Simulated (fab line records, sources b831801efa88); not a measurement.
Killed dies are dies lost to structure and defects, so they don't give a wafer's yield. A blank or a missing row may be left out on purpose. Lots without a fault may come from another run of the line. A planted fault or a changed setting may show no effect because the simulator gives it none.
One fault seen from 2 desks | flow gf180mcu | each desk has only its own numbers; what lay behind them comes last

THE TOOL OWNER'S DESK: implanter-04
The tool's own readings at GF_HV_LDD_IMPLANT_09: means of the sampled wafers that have a number, for each lot that ran on this tool. A lot is out of limits, marked OUT, if its mean lies more than 4 standard deviations from the usual mean; the brackets give that distance.
Columns: A = beam_energy_keV at GF_HV_LDD_IMPLANT_09, usual 40.001
lot  | first seen here | A
L286 | day 10 21:04    | 40.015
L288 | day 11 11:14    | 40.002
L293 | day 13 01:55    | 31.634 (-99 or more) OUT
L295 | day 13 12:09    | 31.642 (-99 or more) OUT
L304 | day 16 10:58    | 39.998
This desk's finding: out of limits on L293, L295; first on L293, day 13 01:55 (beam_energy_keV at GF_HV_LDD_IMPLANT_09). In limits: L286, L288, L304.

THE METROLOGY DESK
What the gauges read, lot by lot, whatever tool the lot ran on: means of the sampled wafers that have a number. A lot is out of limits, marked OUT, if its mean lies more than 4 standard deviations from the usual mean; the brackets give that distance.
Columns: A = MVSD_TW at GF_MVSD_TW_MEAS_11, usual 1584; B = VT_IMPLANT_OVL at GF_VT_IMPLANT_OVL_MEAS_07, usual -0.2 nm; C = HV_LDD_TW at GF_HV_LDD_TW_MEAS_11, usual 2425; D = HV_LDD_RS at GF_HV_LDD_RS_MEAS_53, usual 418.0 ohm/sq
lot  | first seen here | A    | B    | C               | D
L285 | day 4 21:49     | 1611 | 2.1  | 2415            | 418.4
L286 | day 5 03:58     | 1553 | 2.3  | 2405            | 417.2
L288 | day 5 15:10     | 1554 | 0.4  | 2458            | 418.1
L293 | day 6 19:20     | 1584 | -0.4 | 2240 (-8.0) OUT | 422.8 (+5.2) OUT
L295 | day 7 07:17     | 1584 | -2.0 | 2289 (-5.9) OUT | 423.9 (+6.4) OUT
L298 | day 8 04:11     | 1587 | -1.4 | 2443            | 417.1
L301 | day 8 21:17     | 1586 | 1.1  | 2415            | 418.5
L302 | day 9 01:32     | 1588 | -1.0 | 2415            | 418.3
L303 | day 9 07:20     | 1590 | -2.0 | 2425            | 417.7
L304 | day 9 12:20     | 1614 | 0.2  | 2450            | 417.6
L305 | day 9 18:01     | 1612 | 1.5  | 2448            | 417.2
L306 | day 10 03:47    | 1610 | -1.5 | 2416            | 417.4
This desk's finding: out of limits on L293, L295; first on L293, day 13 02:12 (HV_LDD_TW at GF_HV_LDD_TW_MEAS_11). In limits: L285, L286, L288, L298, L301, L302, L303, L304, L305, L306.

PUT TOGETHER
The tool owner's desk could have raised an alarm at day 13 01:55, on L293, L295.
The metrology desk could have raised an alarm at day 13 02:12, on L293, L295.
Of the lots named, all ran GF_HV_LDD_IMPLANT_09 on implanter-04.

WHAT THE SIMULATOR HAD PUT IN
Process parameter drift: implanter-04, from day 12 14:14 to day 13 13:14, at GF_HV_LDD_IMPLANT_09. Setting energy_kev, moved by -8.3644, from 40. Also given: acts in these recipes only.
Lots struck among those shown: L293, L295.
Hours from the fault's start to each desk's first reading out of limits: the tool owner's desk, 12; the metrology desk, 12.
